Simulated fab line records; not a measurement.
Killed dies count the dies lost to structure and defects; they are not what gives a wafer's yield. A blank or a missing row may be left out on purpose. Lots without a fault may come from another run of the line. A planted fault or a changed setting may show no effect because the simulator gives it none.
fab line records	flow sfqLine
record: lots: 6	wafers: 18	lastDay: 92
route steps=325 shown I0@47 M1@58 I1@73 M2@88 M8@325
lots untouched by any fault: they come from a run of this same line in which no faults occurred
startH: the number of hours between the record's first day and the start of the first shown wafer of the lot	waitH: time in hours since the lot's previous step	" as in the row above	L1.1+2: several wafers, shown together as one row	- either no value or no given start	* or withheld: withheld	< > ~ a bound
route shown NAME@n: NAME is a module with steps in the file, n the number in the route of the first one	usual: average and standard deviation across the fault-free wafers	same: alike in all rows	chamber/n: place in a boat	sites: the reading at each site	_std_site: how widely they spread, as a standard deviation	_edge_site: the outer-site mean with the inner-site mean subtracted	radiusMm: how far each site lies from the wafer's centre	mask NAME#n: copy n	behind: the last tool/chamber to shape the wafer	hold: the reason the lot was held/the length of the hold in hours/how it ended	device: the n, p or np transistor that did not switch	end of line: tests of these same wafers at the route's end	a step with no rows: only its recipe	killed: at the first sort, the dies lost to defects and structure; wafer yield is something else	map: a wafer's dies, marking killed ones x, the rest . and places with no die _
set.NAME: the setting that was run; set.NAME@STEP: the one run at that earlier step	model.NAME: the simulator's own value behind a step, which no gauge read
lots at some steps of the route; a table a step, a row a wafer
services: when a tool's chamber went out of use (startH, in hours from the record's first day, below 0 if earlier), for how many hours, and the reason
== steps ==
step: SFQ_TRILAYER_I0_VIA_LITHO_COAT_036
recipe: resist: BARC	spinRpm: 3000	resistThkNm: 62
step: SFQ_TRILAYER_I0_VIA_LITHO_COAT_031
recipe: resist: KrF	spinRpm: 3000	resistThkNm: 650
step: SFQ_TRILAYER_I0_VIA_LITHO_SOFTBAKE_035
recipe: tempC: withheld	timeS: withheld	resist: KrF
step: SFQ_TRILAYER_I0_VIA_LITHO_EXPOSE_032
recipe: maskId: I0	na: 0.6	sourceShape: conventional	sigmaOuter: 0.65	targetCdNm: 500	doseMj: 21.3
step: SFQ_TRILAYER_I0_VIA_LITHO_PEB_034
recipe: pebTempC: 115	pebTimeS: 60	resist: KrF
step: SFQ_TRILAYER_I0_VIA_LITHO_DEVELOP_033
recipe: timeS: 60	resist: KrF
step: SFQ_I0_OVL_MEAS_908
usual: I0_OVL: -1/5
lot.wafer	tool	chamber	startH	waitH	I0_OVL[nm]
L372.3	overlay-01	-	312.00	0.1	-7
L372.4	"	-	"	"	-5
L372.6	"	-	"	"	-4
L379.1	overlay-02	-	367.76	0.1	6
L379.4	"	-	"	"	1
L379.6	"	-	"	"	-9
L384.2	overlay-01	-	410.94	0.1	-2
L384.4	"	-	"	"	-6
L384.6	"	-	"	"	1
L385.2	overlay-01	-	418.37	0.1	-7
L385.3	"	-	"	"	-12
L385.4	"	-	"	"	0
L386.3	overlay-02	-	423.98	0.1	-15
L386.4	"	-	"	"	-9
L386.6	"	-	"	"	-6
L391.3	overlay-02	-	628.57	0.1	-9
L391.4	"	-	"	"	2
L391.5	"	-	"	"	-8
step: SFQ_TRILAYER_I0_VIA_BARC_OPEN_VIA_ETCH_046
recipe: maskMaterial: PR	chemistry: O2	targetDepthNm: 125	target: BARC	sourceW: 500	biasW: 80	pressureMtorr: 30	timeS: 41.7
step: SFQ_TRILAYER_I0_VIA_ETCH_VIA_ETCH_034
recipe: target: SiO2	stopOn: Nb	maskMaterial: PR	taperDeg: 20	chemistry: CHF3	targetDepthNm: 260	sourceW: 500	biasW: 80	pressureMtorr: 30	timeS: withheld
step: SFQ_TRILAYER_I0_VIA_STRIP_STRIP_035
recipe: gas: O2	powerW: 200	platenTempC: 40	overashFraction: 0.65	chemistry: O2	pressureMtorr: 50
step: SFQ_TRILAYER_I0_VIA_STRIP_SOLV_CLEAN_036
recipe: chemistry: NMP	tempC: 70	timeS: 600
step: SFQ_TRILAYER_M1_DEP_PRE_CLEAN_038
recipe: gas: Ar	timeS: 22.5	biasV: 250
step: SFQ_TRILAYER_M1_DEP_SPUTTER_037
recipe: material: Nb	basePressurePa: 1.33e-06	chamberPressurePa: 0.1333	substrateTempC: 20	resputterCathodeVoltageV: 400	targetThkNm: 200	powerW: 2000	timeS: 133.3
usual: resputterCathodeVoltageV: 400/4.2	substrateTempC: 20.00/0.11	throttleValvePct: 30.2/1.2
lot.wafer	tool	chamber	startH	waitH	resputterCathodeVoltageV	substrateTempC	throttleValvePct	model.Nb_of_TRILAYER_M1_DEP_SPUTTER_037.thkNm
L372.3	pvdSputter-05	-	312.98	0.0	408	20.17	31.7	201.3
L372.4	"	-	"	"	392	20.04	30.9	198
L372.6	"	-	"	"	399	20.02	31.8	202
L379.1	pvdSputter-03	-	368.77	0.0	395	20.03	29.5	196.7
L379.4	"	-	"	"	401	20.12	29.6	201.2
L379.6	"	-	"	"	396	19.98	30.3	198.9
L384.2	pvdSputter-03	-	411.92	0.0	403	19.86	30.5	199.5
L384.4	"	-	"	"	407	20.06	29.5	202
L384.6	"	-	"	"	409	20.06	29.5	202.2
L385.2	pvdSputter-05	-	419.37	0.0	396	19.99	31.5	202.4
L385.3	"	-	"	"	403	19.93	30.7	202.5
L385.4	"	-	"	"	400	19.79	28.1	372.3
L386.3	pvdSputter-05	-	424.98	0.0	400	20.04	31.0	203.5
L386.4	"	-	"	"	400	20.15	31.5	376.5
L386.6	"	-	"	"	401	20.05	31.0	204.8
L391.3	pvdSputter-06	-	629.57	0.0	397	20.16	29.5	201.4
L391.4	"	-	"	"	400	20.31	30.6	202.7
L391.5	"	-	"	"	407	20.21	30.8	201.9
step: SFQ_M1_RS_MEAS_909
recipe: thkMeasGauge: four-point-probe	reads: Nb_of_TRILAYER_M1_DEP_SPUTTER_037
usual: M1_NB_RS: 0.885/0.013
lot.wafer	tool	chamber	startH	waitH	M1_NB_RS[ohm/sq]
L372.3	filmMetro-01	-	313.11	0.1	0.884
L372.4	"	-	"	"	0.897
L372.6	"	-	"	"	0.879
L379.1	filmMetro-03	-	368.86	0.0	0.907
L379.4	"	-	"	"	0.885
L379.6	"	-	"	"	0.895
L384.2	filmMetro-03	-	412.03	0.1	0.892
L384.4	"	-	"	"	0.883
L384.6	"	-	"	"	0.882
L385.2	filmMetro-02	-	419.48	0.1	0.879
L385.3	"	-	"	"	0.880
L385.4	"	-	"	"	0.476
L386.3	filmMetro-01	-	425.11	0.1	0.874
L386.4	"	-	"	"	0.470
L386.6	"	-	"	"	0.868
L391.3	filmMetro-03	-	629.70	0.1	0.884
L391.4	"	-	"	"	0.878
L391.5	"	-	"	"	0.884
step: SFQ_TRILAYER_M1_LITHO_COAT_044
recipe: resist: BARC	spinRpm: 3000	resistThkNm: 62
step: SFQ_TRILAYER_M1_LITHO_COAT_039
recipe: resist: KrF	spinRpm: 3000	resistThkNm: 600
step: SFQ_TRILAYER_M1_LITHO_SOFTBAKE_043
recipe: tempC: withheld	timeS: withheld	resist: KrF
step: SFQ_TRILAYER_M1_LITHO_EXPOSE_040
recipe: maskId: M1	na: 0.6	sourceShape: conventional	sigmaOuter: 0.65	targetCdNm: 500	doseMj: 14.4
step: SFQ_TRILAYER_M1_LITHO_PEB_042
recipe: pebTempC: 115	pebTimeS: 60	resist: KrF
step: SFQ_TRILAYER_M1_LITHO_DEVELOP_041
recipe: timeS: 60	resist: KrF
step: SFQ_M1_OVL_MEAS_911
usual: M1_OVL: 1/5
lot.wafer	tool	chamber	startH	waitH	M1_OVL[nm]
L372.3	overlay-01	-	438.05	0.1	-2
L372.4	"	-	"	"	5
L372.6	"	-	"	"	2
L379.1	overlay-02	-	526.05	0.1	-7
L379.4	"	-	"	"	5
L379.6	"	-	"	"	2
L384.2	overlay-01	-	570.84	0.1	8
L384.4	"	-	"	"	12
L384.6	"	-	"	"	10
L385.2	overlay-01	-	582.84	0.1	-5
L385.3	"	-	"	"	0
L385.4	"	-	"	"	-4
L386.3	overlay-02	-	588.85	0.1	0
L386.4	"	-	"	"	-5
L386.6	"	-	"	"	-1
L391.3	overlay-02	-	784.29	0.1	-3
L391.4	"	-	"	"	0
L391.5	"	-	"	"	6
step: SFQ_TRILAYER_M1_BARC_OPEN_METAL_ETCH_054
recipe: maskMaterial: PR	chemistry: O2	targetDepthNm: 125	target: BARC	icpW: 600	biasW: 80	pressureMtorr: 10	timeS: 41.7
usual: drypumpMotorCurrentA: 5.6/0.34	oesProductAu: 0.685/0.0047
lot.wafer	tool	chamber	startH	waitH	drypumpMotorCurrentA	oesProductAu	rfHoursCounterH
L372.3	rieMetal-01	1	438.09	0.0	6.0	0.686	-
L372.4	"	0	"	"	5.3	0.684	-
L372.6	"	1	"	"	6.0	0.686	-
L379.1	rieMetal-01	1	526.08	0.0	6.0	0.687	40
L379.4	"	0	"	"	5.3	0.682	-
L379.6	"	0	"	"	5.3	0.689	-
L384.2	rieMetal-04	1	570.89	0.0	5.5	0.691	-
L384.4	"	1	"	"	5.5	0.678	-
L384.6	"	1	"	"	5.5	0.688	-
L385.2	rieMetal-01	1	582.87	0.0	6.0	0.681	47
L385.3	"	0	"	"	5.3	0.683	-
L385.4	"	1	"	"	6.0	0.689	-
L386.3	rieMetal-01	0	588.89	0.0	5.3	0.685	-
L386.4	"	1	"	"	6.0	0.689	-
L386.6	"	1	"	"	6.0	0.687	-
L391.3	rieMetal-01	1	784.33	0.0	6.0	0.687	-
L391.4	"	0	"	"	5.3	0.671	-
L391.5	"	0	"	"	5.3	0.679	-
step: SFQ_TRILAYER_M1_ETCH_METAL_ETCH_042
recipe: target: Nb	stopOn: SiO2	maskMaterial: PR	chemistry: Cl2/Ar	targetDepthNm: 240	icpW: 600	biasW: 80	pressureMtorr: 10	timeS: 120
usual: drypumpMotorCurrentA: 5.6/0.35	oesProductAu: 0.898/0.0088
lot.wafer	tool	chamber	startH	waitH	drypumpMotorCurrentA	oesProductAu	rfHoursCounterH
L372.3	rieMetal-01	1	438.17	0.1	6.0	0.895	-
L372.4	"	0	"	"	5.3	0.894	-
L372.6	"	1	"	"	6.0	0.905	-
L379.1	rieMetal-01	1	526.14	0.0	6.0	0.882	40
L379.4	"	0	"	"	5.3	0.903	-
L379.6	"	0	"	"	5.3	0.882	-
L384.2	rieMetal-04	1	571.03	0.1	5.5	0.894	-
L384.4	"	1	"	"	5.5	0.909	-
L384.6	"	1	"	"	5.5	0.888	-
L385.2	rieMetal-01	1	582.93	0.0	6.0	0.906	47
L385.3	"	0	"	"	5.3	0.903	-
L385.4	"	1	"	"	6.0	0.994	-
L386.3	rieMetal-01	0	588.97	0.1	5.3	0.905	-
L386.4	"	1	"	"	6.0	1.002	-
L386.6	"	1	"	"	6.0	0.915	-
L391.3	rieMetal-01	1	784.42	0.1	6.0	0.896	-
L391.4	"	0	"	"	5.3	0.903	-
L391.5	"	0	"	"	5.3	0.897	-
step: SFQ_TRILAYER_M1_STRIP_STRIP_043
recipe: gas: O2	powerW: 200	platenTempC: 40	overashFraction: 0.65	chemistry: O2	pressureMtorr: 50
usual: drypumpMotorCurrentA: 5.6/0.34	oesProductAu: 1.002/0.013
lot.wafer	tool	chamber	startH	waitH	drypumpMotorCurrentA	oesProductAu	rfHoursCounterH
L372.3	rieMetal-01	1	438.46	0.2	6.0	1.001	-
L372.4	"	0	"	"	5.3	1.004	-
L372.6	"	1	"	"	6.0	0.999	-
L379.1	rieMetal-01	1	526.27	0.1	6.0	1.005	40
L379.4	"	0	"	"	5.3	1.001	-
L379.6	"	0	"	"	5.3	1.004	-
L384.2	rieMetal-04	1	571.44	0.4	5.4	0.999	-
L384.4	"	1	"	"	5.5	0.994	-
L384.6	"	1	"	"	5.5	1.004	-
L385.2	rieMetal-01	1	583.05	0.1	6.0	0.994	48
L385.3	"	0	"	"	5.3	0.994	-
L385.4	"	1	"	"	6.0	1.002	-
L386.3	rieMetal-01	0	589.25	0.2	5.3	0.994	-
L386.4	"	1	"	"	6.0	0.991	-
L386.6	"	1	"	"	6.0	1.006	-
L391.3	rieMetal-01	1	784.70	0.2	6.0	1.000	-
L391.4	"	0	"	"	5.3	0.982	-
L391.5	"	0	"	"	5.3	0.983	-
step: SFQ_TRILAYER_M1_STRIP_SOLV_CLEAN_044
recipe: chemistry: NMP	tempC: 70	timeS: 600
step: SFQ_TRILAYER_I1_DEP_PECVD_045
recipe: material: SiO2	tempC: 150	timeS: 111.11	pressureTorr: 2.4	rfW: 183.3	precursor: SiH4/N2O	targetThkNm: 500
step: SFQ_TRILAYER_I1_CMP_CMP_046
recipe: material: SiO2	downForcePsi: 3	platenRpm: 60	padVelocityMS: 0.94248
step: SFQ_I1_BOW_MEAS_912
recipe: mode: bow
usual: I1_BOW: 2/6.6
lot.wafer	tool	chamber	startH	waitH	I1_BOW[um]
L372.3	filmMetro-03	-	442.15	2.0	19
L372.4	"	-	"	"	-9
L372.6	"	-	"	"	6
L379.1	filmMetro-04	-	530.12	2.5	-2
L379.4	"	-	"	"	-1
L379.6	"	-	"	"	-11
L384.2	filmMetro-02	-	575.71	2.0	11
L384.4	"	-	"	"	-7
L384.6	"	-	"	"	0
L385.2	filmMetro-02	-	586.93	1.5	4
L385.3	"	-	"	"	8
L385.4	"	-	"	"	3
L386.3	filmMetro-02	-	593.36	2.5	5
L386.4	"	-	"	"	6
L386.6	"	-	"	"	-1
L391.3	filmMetro-03	-	794.89	1.5	-1
L391.4	"	-	"	"	3
L391.5	"	-	"	"	-3
step: SFQ_TRILAYER_I1_METRO_MEASURE_047
usual: thkNm: 199.4/1
lot.wafer	tool	chamber	startH	waitH	thkNm
L372.3	filmMetro-03	-	442.63	0.5	200.8
L372.4	"	-	"	"	199.2
L372.6	"	-	"	"	199.6
L379.1	filmMetro-04	-	530.24	0.1	200.5
L379.4	"	-	"	"	199.6
L379.6	"	-	"	"	198.5
L384.2	filmMetro-02	-	576.01	0.3	199.4
L384.4	"	-	"	"	198.3
L384.6	"	-	"	"	199.9
L385.2	filmMetro-02	-	587.23	0.3	201.4
L385.3	"	-	"	"	200.8
L385.4	"	-	"	"	200.6
L386.3	filmMetro-02	-	593.84	0.5	198.2
L386.4	"	-	"	"	198.7
L386.6	"	-	"	"	198.6
L391.3	filmMetro-03	-	795.37	0.5	201.7
L391.4	"	-	"	"	201.5
L391.5	"	-	"	"	199.3
step: SFQ_TRILAYER_I1_VIA_LITHO_COAT_054
recipe: resist: BARC	spinRpm: 3000	resistThkNm: 62
step: SFQ_TRILAYER_I1_VIA_LITHO_COAT_049
recipe: resist: KrF	spinRpm: 3000	resistThkNm: 650
step: SFQ_TRILAYER_I1_VIA_LITHO_SOFTBAKE_053
recipe: tempC: withheld	timeS: withheld	resist: KrF
step: SFQ_TRILAYER_I1_VIA_LITHO_EXPOSE_050
recipe: maskId: I1	na: 0.6	sourceShape: conventional	sigmaOuter: 0.65	targetCdNm: 500	doseMj: 21.3
step: SFQ_TRILAYER_I1_VIA_LITHO_PEB_052
recipe: pebTempC: 115	pebTimeS: 60	resist: KrF
step: SFQ_TRILAYER_I1_VIA_LITHO_DEVELOP_051
recipe: timeS: 60	resist: KrF
step: SFQ_I1_OVL_MEAS_913
usual: I1_OVL: 3/5.3
lot.wafer	tool	chamber	startH	waitH	I1_OVL[nm]
L372.3	overlay-01	-	605.65	0.1	11
L372.4	"	-	"	"	2
L372.6	"	-	"	"	-2
L379.1	overlay-01	-	686.41	0.1	-1
L379.4	"	-	"	"	5
L379.6	"	-	"	"	3
L384.2	overlay-02	-	732.68	0.1	5
L384.4	"	-	"	"	2
L384.6	"	-	"	"	0
L385.2	overlay-01	-	741.08	0.1	1
L385.3	"	-	"	"	7
L385.4	"	-	"	"	4
L386.3	overlay-02	-	748.29	0.1	3
L386.4	"	-	"	"	11
L386.6	"	-	"	"	5
L391.3	overlay-02	-	945.56	0.1	3
L391.4	"	-	"	"	11
L391.5	"	-	"	"	-5
step: SFQ_TRILAYER_I1_VIA_BARC_OPEN_VIA_ETCH_071
recipe: maskMaterial: PR	chemistry: O2	targetDepthNm: 125	target: BARC	sourceW: 500	biasW: 80	pressureMtorr: 30	timeS: 41.7
usual: drypumpMotorCurrentA: 5.4/0.36	oesProductAu: 0.685/0.005
lot.wafer	tool	chamber	startH	waitH	drypumpMotorCurrentA	oesProductAu	rfHoursCounterH
L372.3	rieDiel-01	3	605.67	0.0	4.8	0.681	80
L372.4	"	0	"	"	5.9	0.687	11
L372.6	"	2	"	"	5.7	0.683	-
L379.1	rieDiel-03	2	686.44	0.0	5.1	0.682	31
L379.4	"	1	"	"	4.7	0.692	8
L379.6	"	0	"	"	5.3	0.689	-
L384.2	rieDiel-04	2	732.71	0.0	5.4	0.687	8
L384.4	"	1	"	"	5.2	0.683	7
L384.6	"	1	"	"	5.2	0.696	-
L385.2	rieDiel-04	3	741.11	0.0	5.6	0.686	6
L385.3	"	3	"	"	5.6	0.677	-
L385.4	"	2	"	"	5.4	0.680	-
L386.3	rieDiel-01	0	748.31	0.0	5.9	0.687	13
L386.4	"	3	"	"	4.8	0.681	-
L386.6	"	2	"	"	5.7	0.676	-
L391.3	rieDiel-04	1	945.59	0.0	5.2	0.687	9
L391.4	"	3	"	"	5.6	0.684	9
L391.5	"	3	"	"	5.6	0.681	-
step: SFQ_TRILAYER_I1_VIA_ETCH_VIA_ETCH_052
recipe: target: SiO2	stopOn: Nb	maskMaterial: PR	taperDeg: 20	chemistry: CHF3	targetDepthNm: 260	sourceW: 500	biasW: 80	pressureMtorr: 30	timeS: withheld
usual: drypumpMotorCurrentA: 5.4/0.36	oesProductAu: 0.853/0.0048
lot.wafer	tool	chamber	startH	waitH	drypumpMotorCurrentA	oesProductAu
L372.3	rieDiel-01	3	605.71	0.0	4.8	0.852
L372.4	"	0	"	"	5.9	0.846
L372.6	"	2	"	"	5.7	0.846
L379.1	rieDiel-03	2	686.48	0.0	5.1	0.859
L379.4	"	1	"	"	4.8	0.848
L379.6	"	0	"	"	5.3	0.840
L384.2	rieDiel-04	2	732.75	0.0	5.4	0.858
L384.4	"	1	"	"	5.2	0.850
L384.6	"	1	"	"	5.2	0.856
L385.2	rieDiel-04	3	741.17	0.0	5.6	0.860
L385.3	"	3	"	"	5.7	0.854
L385.4	"	2	"	"	5.4	0.857
L386.3	rieDiel-01	0	748.35	0.0	5.9	0.854
L386.4	"	3	"	"	4.8	0.852
L386.6	"	2	"	"	5.7	0.843
L391.3	rieDiel-04	1	945.63	0.0	5.2	0.855
L391.4	"	3	"	"	5.6	0.861
L391.5	"	3	"	"	5.6	0.863
step: SFQ_TRILAYER_I1_VIA_STRIP_STRIP_053
recipe: gas: O2	powerW: 200	platenTempC: 40	overashFraction: 0.65	chemistry: O2	pressureMtorr: 50
step: SFQ_TRILAYER_I1_VIA_STRIP_SOLV_CLEAN_054
recipe: chemistry: NMP	tempC: 70	timeS: 600
step: SFQ_TRILAYER_M2_DEP_PRE_CLEAN_056
recipe: gas: Ar	timeS: 22.5	biasV: 250
step: SFQ_M8_BOW_MEAS_951
recipe: mode: bow
usual: M8_BOW: 8/8.1
lot.wafer	tool	chamber	startH	waitH	M8_BOW[um]	model.etest.m1.combLog10Ohm	model.etest.m1.ohmSq
L372.3	filmMetro-01	-	1944.71	0.0	28	12	0.8846
L372.4	"	-	"	"	0	12	0.8989
L372.6	"	-	"	"	17	12	0.8812
L379.1	filmMetro-01	-	2121.99	0.0	5	12	0.9049
L379.4	"	-	"	"	6	12	0.885
L379.6	"	-	"	"	-4	12	0.8952
L384.2	filmMetro-04	-	2195.79	0.0	11	12	0.8922
L384.4	"	-	"	"	-6	12	0.8811
L384.6	"	-	"	"	-1	12	0.8804
L385.2	filmMetro-01	-	2196.99	0.0	12	12	0.8796
L385.3	"	-	"	"	14	12	0.879
L385.4	"	-	"	"	9	0	0.4782
L386.3	filmMetro-02	-	2199.41	0.0	10	12	0.875
L386.4	"	-	"	"	12	0	0.4728
L386.6	"	-	"	"	2	12	0.8694
L391.3	filmMetro-04	-	2209.90	0.0	7	12	0.8839
L391.4	"	-	"	"	10	12	0.8782
L391.5	"	-	"	"	4	12	0.8817
== services ==
tool	chamber	startH	hours	kind
rieDiel-04	3	300.07	6.0	repair
rieDiel-04	1	305.75	8.1	repair
rieMetal-01	0	313.05	14.9	repair
rieDiel-01	3	332.59	1.9	repair
rieDiel-04	1	344.47	1.2	repair
rieDiel-04	3	369.14	6.3	repair
rieDiel-01	-	392.82	0.4	repair
rieDiel-01	2	393.40	3.0	repair
rieDiel-01	0	442.02	8.9	repair
rieDiel-04	-	447.70	0.8	repair
rieDiel-01	3	473.56	3.6	repair
rieDiel-01	2	560.95	5.7	repair
rieDiel-04	-	574.52	0.8	repair
rieDiel-04	1	664.61	4.5	repair
rieDiel-04	-	682.44	0.2	repair
rieDiel-01	1	728.69	132.0	repair
rieDiel-04	0	735.01	15.6	repair
rieDiel-04	1	736.22	6.3	repair
rieDiel-04	1	800.35	4.6	repair
rieMetal-01	-	883.20	14.6	pm
rieDiel-04	-	902.56	0.2	repair
rieDiel-04	0	910.24	3.3	repair
rieDiel-04	3	917.57	4.0	repair
rieDiel-04	1	934.97	8.4	repair
== key ==
firstSign: step: SFQ_M1_RS_MEAS_909	reading: M1_NB_RS	direction: down	sigmas: 32	usual: 0.885	struck: 0.473
effect: step: SFQ_TRILAYER_M1_ETCH_METAL_ETCH_042	reading: oesProductAu	direction: up	sigmas: 11	usual: 0.898	struck: 0.998
modelEffect: step: SFQ_TRILAYER_M1_DEP_SPUTTER_037	value: Nb_of_TRILAYER_M1_DEP_SPUTTER_037.thkNm	without: 202.2	struck: 374.4
modelEffect: step: SFQ_M8_BOW_MEAS_951	value: etest.m1.combLog10Ohm	without: 12	struck: 0
metAt SFQ_TRILAYER_M1_DEP_SPUTTER_037
struckWafers L385.4,L386.4
onsetBetween 312.98 419.37
fault: kind: processParameterDrift	tool: pvdSputter-05	chamber: -	onsetH: 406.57	steps: SFQ_TRILAYER_M1_DEP_SPUTTER_037	channel: targetThkNm	offset: 172.2	shape: step	endH: 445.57	scope: struckWafersOnly	actsIn: theseRecipesOnly	stated: 200
